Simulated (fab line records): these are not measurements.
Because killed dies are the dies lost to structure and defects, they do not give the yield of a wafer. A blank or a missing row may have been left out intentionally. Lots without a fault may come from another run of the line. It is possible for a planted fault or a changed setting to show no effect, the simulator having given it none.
fab line records + flow sky130
[record]
- lots = 13
- wafers = 39
- lastDay = 51
route steps=708 shown POLY_CUT@317 RES_XHIGH@341 LI_CONTACT@368 PAD_OPEN@708
lots that met no fault: taken from a fault-free run of the same line
startH: hours from the record's first day to the start of the lot's first wafer shown + waitH: time in hours since the lot's previous step + " as in the row above + L1.1+2: a single row standing in for several wafers + - no value, or no start was given + * or withheld: withheld + < > ~ a bound
route shown NAME@n: a module of which the file shows steps, and the number in the route of the first + usual: mean and standard deviation over wafers with no fault + same: alike in all rows + chamber/n: place in a boat + sites: readings site by site + _std_site: standard deviation of those values + _edge_site: the outer-site mean with the inner-site mean subtracted + radiusMm: for every site, how far away it sits from the centre of the wafer + mask NAME#n: copy n + behind: the most recent tool/chamber to have shaped the wafer + hold: reason for holding the lot/hours on hold/outcome of the hold + device: whichever transistor did not switch (one of n, p or np) + end of line: at the end of the route, the tests of the same wafers + a step given without rows: its recipe and nothing more + killed: at the first sort, the dies lost to defects and structure; wafer yield is something else + map: dies across one wafer; x = killed, . = not, _ = none there
set.NAME: the setting the step ran with; set.NAME@STEP: the setting that earlier step ran with + model.NAME: the simulator's own value behind a step, which no gauge read
one table for each step of the route and one row for each wafer, over a sample of lots
services: a tool's chamber out of use, with start hour (startH, from the record's first day; less than 0 if before it), hours out, and reason
[[steps]]
[step SKY_POLY_CUT_ETCH_10]
[recipe]
- chemistry = N2/H2
- target = BARC
- ionEnergyEv = 200
- sourceW = 500
- biasW = 100
- pressureMtorr = 30
- n2FlowSccm = 100
- h2FlowSccm = 200
- stopOn = SiO2
- timeS = 45.9
- targetDepthA = 600
[usual]
- chamberPressureMTorr = 30.001/0.025
- drypumpMotorCurrentA = 5.8/0.44
- oesProductAu = 0.854/0.0049
- throttleValvePct = 13.224/0.0087
[same]
- timeS = 45.9
| lot.wafer | tool       | chamber | startH | waitH | chamberPressureMTorr | drypumpMotorCurrentA | oesProductAu | rfHoursCounterH | throttleValvePct |
|-----------|------------|---------|--------|-------|----------------------|----------------------|--------------|-----------------|------------------|
| L561.2    | rieDiel-04 | 0       | 585.17 | 0.0   | 30.001               | 5.3                  | 0.854        | 1               | 13.224           |
| L561.4    | "          | 2       | "      | "     | 29.975               | 5.5                  | 0.850        | 12              | 13.221           |
| L561.5    | "          | 2       | "      | "     | 30.040               | 5.5                  | 0.853        | -               | 13.219           |
| L562.3    | rieDiel-04 | 3       | 588.85 | 0.0   | 30.004               | 6.2                  | 0.854        | 9               | 13.227           |
| L562.5    | "          | 0       | "      | "     | 29.998               | 5.3                  | 0.850        | -               | 13.232           |
| L562.6    | "          | 3       | "      | "     | 29.980               | 6.2                  | 0.857        | -               | 13.229           |
| L563.1    | rieDiel-03 | 2       | 597.17 | 0.0   | 29.975               | 5.4                  | 0.852        | 8               | 13.210           |
| L563.3    | "          | 3       | "      | "     | 30.017               | 5.3                  | 0.849        | 1               | 13.227           |
| L563.5    | "          | 1       | "      | "     | 30.015               | 5.8                  | 0.851        | -               | 13.211           |
| L564.1    | rieDiel-04 | 3       | 615.17 | 0.0   | 29.968               | 6.2                  | 0.846        | 10              | 13.224           |
| L564.5    | "          | 3       | "      | "     | 29.990               | 6.1                  | 0.854        | -               | 13.243           |
| L564.6    | "          | 2       | "      | "     | 30.020               | 5.5                  | 0.854        | -               | 13.232           |
| L565.4    | rieDiel-04 | 1       | 618.02 | 0.0   | 30.002               | 5.9                  | 0.850        | 17              | 13.219           |
| L565.5    | "          | 3       | "      | "     | 29.999               | 6.2                  | 0.856        | -               | 13.223           |
| L565.6    | "          | 0       | "      | "     | 30.026               | 5.4                  | 0.851        | -               | 13.210           |
| L566.2    | rieDiel-02 | 0       | 621.50 | 0.0   | 29.970               | 5.2                  | 0.855        | 18              | 13.242           |
| L566.5    | "          | 2       | "      | "     | 30.053               | 6.5                  | 0.848        | -               | 13.217           |
| L566.6    | "          | 3       | "      | "     | 29.983               | 6.1                  | 0.847        | -               | 13.223           |
| L573.1    | rieDiel-02 | 0       | 684.80 | 0.0   | 30.048               | 5.2                  | 0.856        | 20              | 13.229           |
| L573.3    | "          | 3       | "      | "     | 29.995               | 6.1                  | 0.844        | 4               | 13.218           |
| L573.5    | "          | 2       | "      | "     | 30.004               | 6.5                  | 0.848        | -               | 13.226           |
| L574.2    | rieDiel-04 | 0       | 691.55 | 0.0   | 30.037               | 5.3                  | 0.861        | 4               | 13.212           |
| L574.4    | "          | 1       | "      | "     | 30.001               | 5.8                  | 0.850        | 19              | 13.219           |
| L574.5    | "          | 0       | "      | "     | 29.983               | 5.3                  | 0.850        | -               | 13.237           |
| L575.2    | rieDiel-03 | 1       | 691.92 | 0.0   | 30.027               | 5.9                  | 0.853        | 9               | 13.222           |
| L575.4    | "          | 2       | "      | "     | 30.002               | 5.4                  | 0.854        | 9               | 13.208           |
| L575.6    | "          | 3       | "      | "     | 30.031               | 5.3                  | 0.854        | -               | 13.214           |
| L576.1    | rieDiel-04 | 0       | 708.47 | 0.0   | 29.981               | 5.3                  | 0.863        | 4               | 13.217           |
| L576.2    | "          | 2       | "      | "     | 30.006               | 5.5                  | 0.852        | 16              | 13.247           |
| L576.3    | "          | 1       | "      | "     | 30.018               | 5.8                  | 0.849        | 20              | 13.227           |
| L577.4    | rieDiel-04 | 1       | 711.37 | 0.0   | 29.982               | 5.8                  | 0.849        | 20              | 13.232           |
| L577.5    | "          | 1       | "      | "     | 30.018               | 5.8                  | 0.848        | -               | 13.222           |
| L577.6    | "          | 2       | "      | "     | 29.987               | 5.5                  | 0.854        | -               | 13.235           |
| L579.4    | rieDiel-04 | 2       | 719.97 | 0.0   | 30.016               | 5.6                  | 0.851        | 16              | 13.228           |
| L579.5    | "          | 3       | "      | "     | 30.021               | 6.2                  | 0.847        | -               | 13.215           |
| L579.6    | "          | 0       | "      | "     | 30.011               | 5.3                  | 0.857        | -               | 13.222           |
| L582.1    | rieDiel-04 | 3       | 755.50 | 0.0   | 29.984               | 6.1                  | 0.862        | 14              | 13.225           |
| L582.4    | "          | 1       | "      | "     | 30.039               | 5.8                  | 0.842        | 21              | 13.210           |
| L582.5    | "          | 0       | "      | "     | 30.035               | 5.3                  | 0.865        | -               | 13.212           |
[step SKY_RES_XHIGH_TW_MEAS_09]
[usual]
- RES_XHIGH_TW = 1648/19
| lot.wafer | tool         | chamber | startH | waitH | RES_XHIGH_TW |
|-----------|--------------|---------|--------|-------|--------------|
| L561.2    | filmMetro-02 | -       | 645.57 | 0.1   | 1676         |
| L561.4    | "            | -       | "      | "     | 1675         |
| L561.5    | "            | -       | "      | "     | 1671         |
| L562.3    | filmMetro-04 | -       | 649.78 | 0.1   | 1654         |
| L562.5    | "            | -       | "      | "     | 1657         |
| L562.6    | "            | -       | "      | "     | 1667         |
| L563.1    | filmMetro-01 | -       | 655.66 | 0.1   | 1610         |
| L563.3    | "            | -       | "      | "     | 1613         |
| L563.5    | "            | -       | "      | "     | 1611         |
| L564.1    | filmMetro-04 | -       | 675.06 | 0.1   | 1637         |
| L564.5    | "            | -       | "      | "     | 1641         |
| L564.6    | "            | -       | "      | "     | 1644         |
| L565.4    | filmMetro-02 | -       | 677.39 | 0.1   | 1665         |
| L565.5    | "            | -       | "      | "     | 1667         |
| L565.6    | "            | -       | "      | "     | 1666         |
| L566.2    | filmMetro-01 | -       | 681.32 | 0.1   | 1628         |
| L566.5    | "            | -       | "      | "     | 1623         |
| L566.6    | "            | -       | "      | "     | 1630         |
| L573.1    | filmMetro-02 | -       | 743.77 | 0.1   | 1665         |
| L573.3    | "            | -       | "      | "     | 1673         |
| L573.5    | "            | -       | "      | "     | 1671         |
| L574.2    | filmMetro-02 | -       | 747.92 | 0.1   | 1662         |
| L574.4    | "            | -       | "      | "     | 1659         |
| L574.5    | "            | -       | "      | "     | 1669         |
| L575.2    | filmMetro-04 | -       | 748.22 | 0.1   | 1634         |
| L575.4    | "            | -       | "      | "     | 1641         |
| L575.6    | "            | -       | "      | "     | 1645         |
| L576.1    | filmMetro-04 | -       | 766.51 | 0.1   | 1651         |
| L576.2    | "            | -       | "      | "     | 1647         |
| L576.3    | "            | -       | "      | "     | 1649         |
| L577.4    | filmMetro-02 | -       | 769.04 | 0.1   | 1657         |
| L577.5    | "            | -       | "      | "     | 1667         |
| L577.6    | "            | -       | "      | "     | 1663         |
| L579.4    | filmMetro-04 | -       | 777.29 | 0.1   | 1646         |
| L579.5    | "            | -       | "      | "     | 1649         |
| L579.6    | "            | -       | "      | "     | 1640         |
| L582.1    | filmMetro-02 | -       | 810.96 | 0.1   | 1646         |
| L582.4    | "            | -       | "      | "     | 1655         |
| L582.5    | "            | -       | "      | "     | 1656         |
[step SKY_LI_CONTACT_COAT_06]
[recipe]
- resist = BARC
- tempC = withheld
- timeS = withheld
- spinRpm = 3000
- resistThkNm = 60
[usual]
- spinSpeedRpm = 3000.1/1.8
| lot.wafer | tool          | chamber | startH | waitH | spinSpeedRpm |
|-----------|---------------|---------|--------|-------|--------------|
| L561.2    | lithoTrack-02 | 0       | 688.94 | 0.1   | 2999.5       |
| L561.4    | "             | 0       | "      | "     | 2998.4       |
| L561.5    | "             | 0       | "      | "     | 2998.1       |
| L562.3    | lithoTrack-01 | 0       | 694.34 | 0.1   | 2998.1       |
| L562.5    | "             | 0       | "      | "     | 3001.1       |
| L562.6    | "             | 0       | "      | "     | 2999.6       |
| L563.1    | lithoTrack-01 | 0       | 701.04 | 0.1   | 2999.3       |
| L563.3    | "             | 0       | "      | "     | 3003.6       |
| L563.5    | "             | 0       | "      | "     | 3001.6       |
| L564.1    | lithoTrack-01 | 0       | 717.64 | 0.1   | 3001.3       |
| L564.5    | "             | 0       | "      | "     | 3000.9       |
| L564.6    | "             | 0       | "      | "     | 3002.3       |
| L565.4    | lithoTrack-04 | 0       | 720.79 | 0.1   | 2998.7       |
| L565.5    | "             | 0       | "      | "     | 2998.1       |
| L565.6    | "             | 0       | "      | "     | 2999.9       |
| L566.2    | lithoTrack-04 | 0       | 726.29 | 0.1   | 3001.5       |
| L566.5    | "             | 0       | "      | "     | 3004.2       |
| L566.6    | "             | 0       | "      | "     | 3001.0       |
| L573.1    | lithoTrack-01 | 0       | 787.29 | 0.1   | 2999.7       |
| L573.3    | "             | 0       | "      | "     | 3001.2       |
| L573.5    | "             | 0       | "      | "     | 3000.4       |
| L574.2    | lithoTrack-04 | 0       | 792.14 | 0.1   | 2998.5       |
| L574.4    | "             | 0       | "      | "     | 2998.5       |
| L574.5    | "             | 0       | "      | "     | 3001.2       |
| L575.2    | lithoTrack-04 | 0       | 792.94 | 0.1   | 2998.6       |
| L575.4    | "             | 0       | "      | "     | 2999.9       |
| L575.6    | "             | 0       | "      | "     | 3001.7       |
| L576.1    | lithoTrack-04 | 0       | 807.82 | 0.1   | 2910.7       |
| L576.2    | "             | 0       | "      | "     | 2912.7       |
| L576.3    | "             | 0       | "      | "     | 2912.8       |
| L577.4    | lithoTrack-04 | 0       | 811.04 | 0.1   | 2914.6       |
| L577.5    | "             | 0       | "      | "     | 2912.6       |
| L577.6    | "             | 0       | "      | "     | 2911.3       |
| L579.4    | lithoTrack-02 | 0       | 820.94 | 0.1   | 2999.1       |
| L579.5    | "             | 0       | "      | "     | 2999.1       |
| L579.6    | "             | 0       | "      | "     | 2999.7       |
| L582.1    | lithoTrack-02 | 0       | 854.26 | 0.1   | 3001.3       |
| L582.4    | "             | 0       | "      | "     | 2999.3       |
| L582.5    | "             | 0       | "      | "     | 3001.7       |
[step SKY_LI_CONTACT_SPUTTER_19]
[recipe]
- material = Ti
- targetThkNm = 20
- chamberPressurePa = 5
- powerW = 2500
- substrateTempC = 200
- timeS = 106.37
[usual]
- throttleValvePct = 29.8/0.83
[same]
- timeS = 106.37
| lot.wafer | tool          | chamber | startH | waitH | throttleValvePct |
|-----------|---------------|---------|--------|-------|------------------|
| L561.2    | pvdSputter-01 | -       | 705.59 | 0.0   | 30.7             |
| L561.4    | "             | -       | "      | "     | 28.7             |
| L561.5    | "             | -       | "      | "     | 28.7             |
| L562.3    | pvdSputter-03 | -       | 710.19 | 0.0   | 30.5             |
| L562.5    | "             | -       | "      | "     | 29.7             |
| L562.6    | "             | -       | "      | "     | 30.9             |
| L563.1    | pvdSputter-01 | -       | 715.25 | 0.0   | 28.9             |
| L563.3    | "             | -       | "      | "     | 28.8             |
| L563.5    | "             | -       | "      | "     | 28.8             |
| L564.1    | pvdSputter-03 | -       | 734.17 | 0.0   | 29.8             |
| L564.5    | "             | -       | "      | "     | 30.1             |
| L564.6    | "             | -       | "      | "     | 29.4             |
| L565.4    | pvdSputter-03 | -       | 737.47 | 0.0   | 29.7             |
| L565.5    | "             | -       | "      | "     | 30.3             |
| L565.6    | "             | -       | "      | "     | 30.9             |
| L566.2    | pvdSputter-02 | -       | 741.47 | 0.0   | 30.6             |
| L566.5    | "             | -       | "      | "     | 30.0             |
| L566.6    | "             | -       | "      | "     | 30.5             |
| L573.1    | pvdSputter-01 | -       | 800.99 | 0.0   | 28.3             |
| L573.3    | "             | -       | "      | "     | 31.1             |
| L573.5    | "             | -       | "      | "     | 30.9             |
| L574.2    | pvdSputter-01 | -       | 805.97 | 0.0   | 28.9             |
| L574.4    | "             | -       | "      | "     | 28.4             |
| L574.5    | "             | -       | "      | "     | 28.4             |
| L575.2    | pvdSputter-03 | -       | 806.43 | 0.0   | 30.3             |
| L575.4    | "             | -       | "      | "     | 29.8             |
| L575.6    | "             | -       | "      | "     | 30.9             |
| L576.1    | pvdSputter-01 | -       | 823.17 | 0.0   | 29.1             |
| L576.2    | "             | -       | "      | "     | 28.7             |
| L576.3    | "             | -       | "      | "     | 31.3             |
| L577.4    | pvdSputter-03 | -       | 826.71 | 0.0   | 30.1             |
| L577.5    | "             | -       | "      | "     | 30.2             |
| L577.6    | "             | -       | "      | "     | 29.7             |
| L579.4    | pvdSputter-02 | -       | 834.27 | 0.0   | 30.2             |
| L579.5    | "             | -       | "      | "     | 29.7             |
| L579.6    | "             | -       | "      | "     | 30.0             |
| L582.1    | pvdSputter-02 | -       | 867.78 | 0.0   | 30.9             |
| L582.4    | "             | -       | "      | "     | 29.9             |
| L582.5    | "             | -       | "      | "     | 30.2             |
[step SKY_PAD_OPEN_PROBE_99]
[usual]
- killed_at_M0_to_M3 = 43/6.8
- killed_at_M4_up = 3.3/1.9
- killedAtContacts = 24/5.3
- killedAtFrontEnd = 14/4.3
- killedAtOther = 0.3/0.62
- killedDies = 85/9.8
- killedOpen = 46/8
- killedShort = 39/5.9
[same]
- grossDies = 492
- killedAtBackSide = 0
| lot.wafer | tool      | chamber | startH  | waitH | killed_at_M0_to_M3 | killed_at_M4_up | killedAtContacts | killedAtFrontEnd | killedAtOther | killedDies | killedOpen | killedShort |
|-----------|-----------|---------|---------|-------|--------------------|-----------------|------------------|------------------|---------------|------------|------------|-------------|
| L573.1    | prober-01 | -       | 1177.66 | 0.1   | 50                 | 2               | 21               | 18               | 0             | 91         | 59         | 32          |
| L573.3    | prober-01 | -       | 1177.76 | 0.2   | 40                 | 4               | 35               | 19               | 0             | 98         | 63         | 35          |
| L573.5    | prober-01 | -       | 1177.86 | 0.2   | 46                 | 2               | 23               | 14               | 1             | 86         | 47         | 39          |
| L574.2    | prober-02 | -       | 1181.77 | 0.1   | 52                 | 2               | 33               | 6                | 3             | 96         | 53         | 43          |
| L574.4    | prober-02 | -       | 1181.87 | 0.2   | 41                 | 2               | 22               | 12               | 0             | 77         | 43         | 34          |
| L574.5    | prober-02 | -       | 1181.92 | 0.2   | 46                 | 1               | 22               | 12               | 2             | 83         | 47         | 36          |
| L575.2    | prober-01 | -       | 1182.80 | 0.1   | 43                 | 3               | 19               | 16               | 0             | 81         | 46         | 35          |
| L575.4    | prober-01 | -       | 1182.90 | 0.2   | 45                 | 6               | 13               | 17               | 0             | 81         | 43         | 38          |
| L575.6    | prober-01 | -       | 1183.00 | 0.2   | 35                 | 8               | 16               | 15               | 0             | 74         | 44         | 30          |
| L576.1    | prober-02 | -       | 1191.43 | 0.1   | 38                 | 4               | 20               | 11               | 0             | 73         | 34         | 39          |
| L576.2    | prober-02 | -       | 1191.48 | 0.1   | 45                 | 1               | 22               | 21               | 0             | 89         | 47         | 42          |
| L576.3    | prober-02 | -       | 1191.53 | 0.2   | 30                 | 3               | 32               | 21               | 0             | 86         | 44         | 42          |
| L577.4    | prober-01 | -       | 1193.08 | 0.2   | 42                 | 0               | 30               | 12               | 0             | 84         | 42         | 42          |
| L577.5    | prober-01 | -       | 1193.13 | 0.2   | 41                 | 2               | 19               | 15               | 0             | 77         | 50         | 27          |
| L577.6    | prober-01 | -       | 1193.18 | 0.2   | 33                 | 4               | 34               | 18               | 0             | 89         | 50         | 39          |
| L579.4    | prober-01 | -       | 1199.12 | 0.2   | 40                 | 5               | 24               | 13               | 0             | 82         | 43         | 39          |
| L579.5    | prober-01 | -       | 1199.17 | 0.2   | 41                 | 3               | 30               | 12               | 0             | 86         | 49         | 37          |
| L579.6    | prober-01 | -       | 1199.22 | 0.2   | 46                 | 3               | 26               | 13               | 2             | 90         | 42         | 48          |
// killed by level:class
L573.1 VIA1:geometricParticle:open=15 CONTACT:geometricParticle:open=10 VIA2:geometricParticle:short=8 FIELD_ISO:geometricParticle:open=6 LI_CONTACT:geometricParticle:open=6 METAL2:geometricParticle:short=6 VIA2:geometricParticle:open=6 FIELD_ISO:geometricParticle:short=5
L573.3 VIA1:geometricParticle:open=18 LI_CONTACT:geometricParticle:open=13 CONTACT:geometricParticle:open=11 FIELD_ISO:geometricParticle:short=8 FIELD_ISO:geometricParticle:open=5 CONTACT:geometricParticle:short=5 VIA3:geometricParticle:open=5 METAL2:geometricParticle:short=4
L573.5 VIA1:geometricParticle:open=12 LI_CONTACT:geometricParticle:open=7 CONTACT:geometricParticle:open=6 VIA2:geometricParticle:open=6 METAL3:geometricParticle:short=6 FIELD_ISO:geometricParticle:open=4 METAL2:geometricParticle:short=4 CONTACT:geometricParticle:short=4
L574.2 CONTACT:geometricParticle:open=13 VIA3:geometricParticle:open=12 LI_CONTACT:geometricParticle:open=9 METAL2:geometricParticle:short=7 VIA2:geometricParticle:open=6 VIA1:geometricParticle:open=5 METAL3:geometricParticle:short=5 LOCAL_INTERCONNECT:geometricParticle:short=4
L574.4 VIA1:geometricParticle:open=13 CONTACT:geometricParticle:open=8 POLY_GATE:geometricParticle:open=6 METAL2:geometricParticle:short=5 VIA3:geometricParticle:open=5 LI_CONTACT:geometricParticle:open=4 LOCAL_INTERCONNECT:geometricParticle:short=4 CONTACT:geometricParticle:short=4
L574.5 VIA1:geometricParticle:open=12 CONTACT:geometricParticle:open=11 VIA3:geometricParticle:open=8 METAL2:geometricParticle:short=7 VIA3:geometricParticle:short=6 FIELD_ISO:geometricParticle:open=5 CONTACT:geometricParticle:short=5 POLY_GATE:geometricParticle:short=4
L575.2 VIA1:geometricParticle:open=12 VIA2:geometricParticle:open=11 LI_CONTACT:geometricParticle:open=6 FIELD_ISO:geometricParticle:short=4 CONTACT:geometricParticle:open=4 POLY_GATE:geometricParticle:short=4 POLY_GATE:geometricParticle:open=4 VIA1:geometricParticle:short=4
L575.4 VIA1:geometricParticle:open=12 VIA2:geometricParticle:open=9 VIA3:geometricParticle:open=6 METAL4:geometricParticle:short=6 FIELD_ISO:geometricParticle:open=4 METAL1:geometricParticle:short=4 LI_CONTACT:geometricParticle:open=4 METAL2:geometricParticle:short=4
L575.6 VIA1:geometricParticle:open=14 FIELD_ISO:geometricParticle:open=7 METAL4:geometricParticle:short=5 POLY_GATE:geometricParticle:short=4 LI_CONTACT:geometricParticle:open=4 CONTACT:geometricParticle:open=4 VIA2:geometricParticle:open=4 METAL2:geometricParticle:short=3
L576.1 CONTACT:geometricParticle:open=7 METAL1:geometricParticle:short=6 VIA1:geometricParticle:open=6 LI_CONTACT:geometricParticle:open=5 VIA2:geometricParticle:open=5 LOCAL_INTERCONNECT:geometricParticle:short=4 VIA1:geometricParticle:short=4 METAL4:geometricParticle:short=4
L576.2 VIA1:geometricParticle:open=9 VIA2:geometricParticle:open=7 LI_CONTACT:geometricParticle:short=6 LI_CONTACT:geometricParticle:open=6 METAL1:geometricParticle:short=6 FIELD_ISO:geometricParticle:open=5 POLY_GATE:geometricParticle:open=5 CONTACT:geometricParticle:open=5
L576.3 LI_CONTACT:geometricParticle:open=13 VIA1:geometricParticle:open=8 CONTACT:geometricParticle:open=7 POLY_GATE:geometricParticle:short=6 LOCAL_INTERCONNECT:geometricParticle:short=5 FIELD_ISO:geometricParticle:short=4 POLY_GATE:geometricParticle:open=4 VIA1:geometricParticle:short=4
L577.4 CONTACT:geometricParticle:open=11 VIA1:geometricParticle:open=11 LOCAL_INTERCONNECT:geometricParticle:short=8 METAL1:geometricParticle:short=6 LI_CONTACT:geometricParticle:open=5 CONTACT:geometricParticle:short=5 VIA1:geometricParticle:short=5 METAL2:geometricParticle:short=5
L577.5 VIA1:geometricParticle:open=12 LI_CONTACT:geometricParticle:open=8 VIA2:geometricParticle:open=7 CONTACT:geometricParticle:open=6 FIELD_ISO:geometricParticle:open=4 FIELD_ISO:geometricParticle:short=4 VIA1:geometricParticle:short=4 VIA3:geometricParticle:short=4
L577.6 LI_CONTACT:geometricParticle:open=11 VIA1:geometricParticle:open=9 CONTACT:geometricParticle:open=8 LOCAL_INTERCONNECT:geometricParticle:short=6 VIA3:geometricParticle:open=6 CONTACT:geometricParticle:short=5 FIELD_ISO:geometricParticle:short=4 POLY_GATE:geometricParticle:open=4
L579.4 VIA1:geometricParticle:open=10 CONTACT:geometricParticle:open=8 LOCAL_INTERCONNECT:geometricParticle:short=7 LI_CONTACT:geometricParticle:open=5 METAL2:geometricParticle:short=5 VIA2:geometricParticle:open=5 VIA3:geometricParticle:open=5 METAL4:geometricParticle:short=5
L579.5 CONTACT:geometricParticle:open=12 LI_CONTACT:geometricParticle:open=9 VIA1:geometricParticle:open=8 METAL1:geometricParticle:short=7 METAL2:geometricParticle:short=6 POLY_GATE:geometricParticle:short=5 VIA3:geometricParticle:open=5 FIELD_ISO:geometricParticle:open=4
L579.6 CONTACT:geometricParticle:open=9 VIA1:geometricParticle:open=8 LI_CONTACT:geometricParticle:open=8 FIELD_ISO:geometricParticle:short=7 METAL2:geometricParticle:short=7 METAL1:geometricParticle:short=6 CONTACT:geometricParticle:short=5 VIA2:geometricParticle:open=5
[[services]]
| tool          | chamber | startH | hours | kind          |
|---------------|---------|--------|-------|---------------|
| rieDiel-04    | -       | 562.54 | 0.4   | repair        |
| pvdSputter-03 | -       | 569.77 | 5.0   | repair        |
| rieDiel-02    | 2       | 580.07 | 7.0   | repair        |
| rieDiel-02    | 1       | 593.01 | 4.8   | repair        |
| rieDiel-02    | -       | 606.96 | 2.0   | repair        |
| rieDiel-02    | 3       | 642.91 | 15.9  | repair        |
| rieDiel-02    | 3       | 693.34 | 2.7   | repair        |
| rieDiel-02    | -       | 694.73 | 15.6  | pm            |
| rieDiel-03    | -       | 697.89 | 2.8   | pm            |
| rieDiel-03    | -       | 730.20 | 14.6  | pm            |
| pvdSputter-03 | -       | 739.10 | 17.8  | repair        |
| rieDiel-04    | 0       | 744.00 | 1.5   | repair        |
| rieDiel-04    | 0       | 761.38 | 2.3   | repair        |
| pvdSputter-02 | -       | 792.20 | 2.2   | repair        |
| rieDiel-02    | 2       | 807.78 | -     | clean         |
| rieDiel-02    | 2       | 807.78 | 17.8  | scheduledDown |
| rieDiel-02    | 2       | 807.78 | 17.8  | ventCycle     |
| rieDiel-02    | 3       | 841.46 | 3.8   | repair        |
| pvdSputter-01 | -       | 855.76 | 1.4   | repair        |
| pvdSputter-02 | -       | 863.18 | 4.3   | repair        |
| rieDiel-02    | -       | 865.08 | 0.2   | repair        |
[[key]]
[firstSign]
- step = SKY_LI_CONTACT_COAT_06
- reading = spinSpeedRpm
- direction = down
- sigmas = 47
- usual = 3000.1
- struck = 2912.4
effect none on later readings
metAt SKY_LI_CONTACT_COAT_06
struckLots L576,L577
testerLeftOut L576,L577
notActingAt SKY_POLY_CUT_ETCH_10,SKY_RES_XHIGH_TW_MEAS_09,SKY_LI_CONTACT_SPUTTER_19
onsetBetween 792.94 807.82
[fault]
- kind = processParameterDrift
- tool = lithoTrack-04
- chamber = -
- onsetH = 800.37
- steps = SKY_LI_CONTACT_COAT_06
- channel = spinRpm
- offset = -87.62
- shape = step
- endH = 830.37
- actsIn = theseRecipesOnly
- stated = 3000
// testerLeftOut: of these lots the tester's yield and bins aren't shown, on N5 and GAA mostly nor the transistor test; their killed dies are dies lost to structure and defects alone, not to doping, threshold or leakage, so they don't give the yield
